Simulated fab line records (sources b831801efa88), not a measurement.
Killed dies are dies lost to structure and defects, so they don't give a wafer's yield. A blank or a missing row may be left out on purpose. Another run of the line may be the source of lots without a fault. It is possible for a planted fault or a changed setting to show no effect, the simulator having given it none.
Check of tool commonality	flow gf180mcu	Lots sampled 11, wafers sampled 33

WHY THIS WAS OPENED
GF_HV_LDD_TW_MEAS_50, reading HV_LDD_4_TW: flagged on 2 of 11 lots. No-fault wafers: 567, standard deviation 3.6.
Rule: a lot is flagged when every wafer of it that has a number lies more than 4 standard deviations from that mean, or none has a number. All remaining lots are regarded as sound.

lot	measured	on	HV_LDD_4_TW, wafer by wafer	flag
L101	day 12 08:38	film_metro-02	574 575 573	
L103	day 12 20:32	film_metro-03	563 567 568	
L104	day 13 01:26	film_metro-04	563 561 564	
L106	day 13 21:04	film_metro-02	570 573 568	
L108	day 14 16:08	film_metro-03	570 563 568	
L111	day 15 22:13	film_metro-02	30 30 30	FLAGGED
L112	day 16 08:41	film_metro-04	30 30 30	FLAGGED
L115	day 17 03:33	film_metro-02	573 574 575	
L117	day 17 23:15	film_metro-04	563 565 565	
L119	day 18 11:34	film_metro-04	564 564 566	
L123	day 19 14:48	film_metro-03	567 568 567	
The numbers of the flagged lots are 30 on average: -537 against the usual, or -99 or more standard deviations.

WHICH TOOL RAN EACH LOT
The record holds 2 process steps before the reading, out of a route of 602 steps. Cell contents, in order: the tool; ch with the chambers the sampled wafers went through; the start.
lot	flag	GF_HV_LDD_STRIP_37	GF_HV_LDD_STRIP_49
L101		plasma_asher-04 ch 0,1, day 11 13:17	plasma_asher-02 ch 0,1, day 12 08:32
L103		plasma_asher-02 ch 0,1, day 12 00:55	plasma_asher-02 ch 0,1, day 12 20:26
L104		plasma_asher-01 ch 0,1, day 12 06:09	plasma_asher-04 ch 0,1, day 13 01:19
L106		plasma_asher-04 ch 0,1, day 13 00:35	plasma_asher-04 ch 0,1, day 13 20:58
L108		plasma_asher-01 ch 1, day 13 18:52	plasma_asher-04 ch 0,1, day 14 16:02
L111	FLAGGED	plasma_asher-01 ch 0,1, day 15 00:18	plasma_asher-02 ch 0,1, day 15 22:06
L112	FLAGGED	plasma_asher-02 ch 0,1, day 15 10:12	plasma_asher-04 ch 0,1, day 16 08:35
L115		plasma_asher-01 ch 0,1, day 16 04:35	plasma_asher-01 ch 0,1, day 17 03:27
L117		plasma_asher-01 ch 0,1, day 17 00:03	plasma_asher-02 ch 0,1, day 17 23:09
L119		plasma_asher-01 ch 0,1, day 17 11:55	plasma_asher-04 ch 0,1, day 18 11:28
L123		plasma_asher-02 ch 0,1, day 18 14:38	plasma_asher-02 ch 1, day 19 14:42
What these steps do:
- GF_HV_LDD_STRIP_37: strips in O2/N2.
- GF_HV_LDD_STRIP_49: strips in O2/N2.
- GF_HV_LDD_TW_MEAS_50

FLAGGED AGAINST TOTAL, ONE TOOL AT A TIME (gauges that did the reading follow at the end)
step	tool	lots run	flagged	share of the flagged lots	sound lots run after its first flagged lot
GF_HV_LDD_STRIP_37	plasma_asher-01	6	1	some	3 (L115,L117,L119)
GF_HV_LDD_STRIP_37	plasma_asher-02	3	1	some	1 (L123)
GF_HV_LDD_STRIP_37	plasma_asher-04	2	0	none	-
GF_HV_LDD_STRIP_49	plasma_asher-01	1	0	none	-
GF_HV_LDD_STRIP_49	plasma_asher-02	5	1	some	2 (L117,L123)
GF_HV_LDD_STRIP_49	plasma_asher-04	5	1	some	1 (L119)
GF_HV_LDD_TW_MEAS_50	film_metro-02	4	1	some	1 (L115)
GF_HV_LDD_TW_MEAS_50	film_metro-03	3	0	none	-
GF_HV_LDD_TW_MEAS_50	film_metro-04	4	1	some	2 (L117,L119)

WHAT THE TABLE ALLOWS
No row of the table ran every flagged lot.

WHAT THE SIMULATOR HAD PUT IN
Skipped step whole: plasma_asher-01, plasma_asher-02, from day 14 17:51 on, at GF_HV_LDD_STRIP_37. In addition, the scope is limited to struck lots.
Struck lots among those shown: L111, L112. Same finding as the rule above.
